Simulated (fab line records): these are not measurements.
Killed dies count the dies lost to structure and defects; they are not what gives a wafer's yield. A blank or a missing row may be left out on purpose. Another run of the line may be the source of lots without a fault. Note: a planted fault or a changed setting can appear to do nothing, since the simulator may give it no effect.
Which tool did it? ; flow gf180mcu ; Sampling: 13 lots, 39 wafers, 3 of 602 route steps

== WHAT EACH GAUGE READ, for each wafer ==
GF_HV_LDD_CD_MEAS_19: target cd 400 nm. Usual: cdNm 399.4 nm, standard deviation 2.
lot;measured;on;cdNm (nm);flag
L470;day 11 07:14;cdSem-02;399.7 399.3 399.8;
L468;day 11 08:11;cdSem-02;401.8 401.2 401.7;
L467;day 11 09:47;cdSem-02;399.1 398.8 396.2;
L471;day 11 13:26;cdSem-02;399.1 399.5 400.3;
L472;day 11 14:55;cdSem-01;396.4 397.8 398.5;
L473;day 11 23:22;cdSem-02;402.0 402.4 399.9;
L477;day 12 23:21;cdSem-01;372.1 400.8 400.6 372.3 401.2 400.6;OFF
L478;day 13 06:56;cdSem-01;402.5 371.8 397.0 402.4 371.8 397.1;OFF
L485;day 15 17:29;cdSem-01;401.1 402.9 402.2;
L487;day 16 11:32;cdSem-01;395.5 399.4 399.1;
L488;day 16 18:45;cdSem-01;400.2 401.1 399.5;
L489;day 17 05:07;cdSem-02;395.6 399.2 397.4;
L490;day 17 11:49;cdSem-01;399.2 401.4 400.0;

GF_V2_RS_MEAS_24: uses a four-point probe to measure. Usual: for V2_W_RS the level is 0.326 ohm/sq and the standard deviation is 0.0048.
lot;measured;on;V2_W_RS (ohm/sq);flag
L470;day 21 00:16;filmMetro-03;0.323 0.324 0.326;
L468;day 21 03:25;filmMetro-02;0.328 0.329 0.327;
L467;day 21 06:11;filmMetro-02;0.328 0.321 0.321;
L471;day 21 09:16;filmMetro-02;0.326 0.326 0.327;
L472;day 21 11:12;filmMetro-03;0.314 0.321 0.318;
L473;day 21 19:09;filmMetro-03;0.321 0.320 0.324;
L477;day 23 01:52;filmMetro-02;0.328 0.329 0.330;
L478;day 23 09:46;filmMetro-03;0.323 0.327 0.328;
L485;day 26 00:58;filmMetro-02;0.324 0.323 0.321;
L487;day 26 15:58;filmMetro-01;0.324 0.322 0.320;
L488;day 26 22:22;filmMetro-02;0.321 0.328 0.326;
L489;day 27 09:05;filmMetro-02;0.330 0.324 0.320;
L490;day 27 13:08;filmMetro-01;0.323 0.336 0.331;

== WHICH TOOL RAN EACH LOT (tool, then ch and the chambers of the sampled wafers, then the start) ==
lot;GF_HV_LDD_DEVELOP_18
L470;lithoTrack-01 ch 0, day 11 07:05
L468;lithoTrack-02 ch 0, day 11 08:02
L467;lithoTrack-02 ch 0, day 11 09:38
L471;lithoTrack-01 ch 0, day 11 13:17
L472;lithoTrack-02 ch 0, day 11 14:47
L473;lithoTrack-02 ch 0, day 11 23:14
L477;lithoTrack-02 ch 0, day 12 23:13
L478;lithoTrack-02 ch 0, day 13 06:47
L485;lithoTrack-03 ch 0, day 15 17:20
L487;lithoTrack-02 ch 0, day 16 11:23
L488;lithoTrack-03 ch 0, day 16 18:37
L489;lithoTrack-03 ch 0, day 17 04:59
L490;lithoTrack-01 ch 0, day 17 11:41
- GF_HV_LDD_DEVELOP_18: develop time 60 s.

== AS READ BY THE TOOLS THEMSELVES (means over the sampled wafers that have a number; for cases with no such wafer, the mark the record gives instead) ==
GF_HV_LDD_DEVELOP_18. Usual: exhaustPa 45.0 Pa, standard deviation 1.
lot;tool;exhaustPa (Pa);flag
L470;lithoTrack-01;44.9;
L468;lithoTrack-02;46.0;
L467;lithoTrack-02;45.1;
L471;lithoTrack-01;45.9;
L472;lithoTrack-02;46.2;
L473;lithoTrack-02;43.7;
L477;lithoTrack-02;44.3;
L478;lithoTrack-02;46.2;
L485;lithoTrack-03;45.9;
L487;lithoTrack-02;45.3;
L488;lithoTrack-03;44.3;
L489;lithoTrack-03;44.6;
L490;lithoTrack-01;43.6;

== THE ANSWER, worked out from the rows above alone ==
Rule: lot off if the mean of its wafers having a number is beyond 3 standard deviations from the usual mean. A lot without any number at a reading at which 4 lots or more have one is off too. All remaining lots with rows at the step are treated as sound. After the gauges, taken in route order, come the tools' own readings; for these a lot's mean is taken, as printed above. At the first step where some lot is off, the reading lying furthest off is the one used; lots without a number count as furthest.
Off: L477, L478 (GF_HV_LDD_CD_MEAS_19, cdNm).
If a tool, at a process step before that reading, ran all the lots that are off and no sound lot after the first of them, it fits. The gauges at GF_HV_LDD_CD_MEAS_19 are tried like those tools. No candidate that was tried fits.

== WHAT WAS PUT IN BY THE SIMULATOR ==
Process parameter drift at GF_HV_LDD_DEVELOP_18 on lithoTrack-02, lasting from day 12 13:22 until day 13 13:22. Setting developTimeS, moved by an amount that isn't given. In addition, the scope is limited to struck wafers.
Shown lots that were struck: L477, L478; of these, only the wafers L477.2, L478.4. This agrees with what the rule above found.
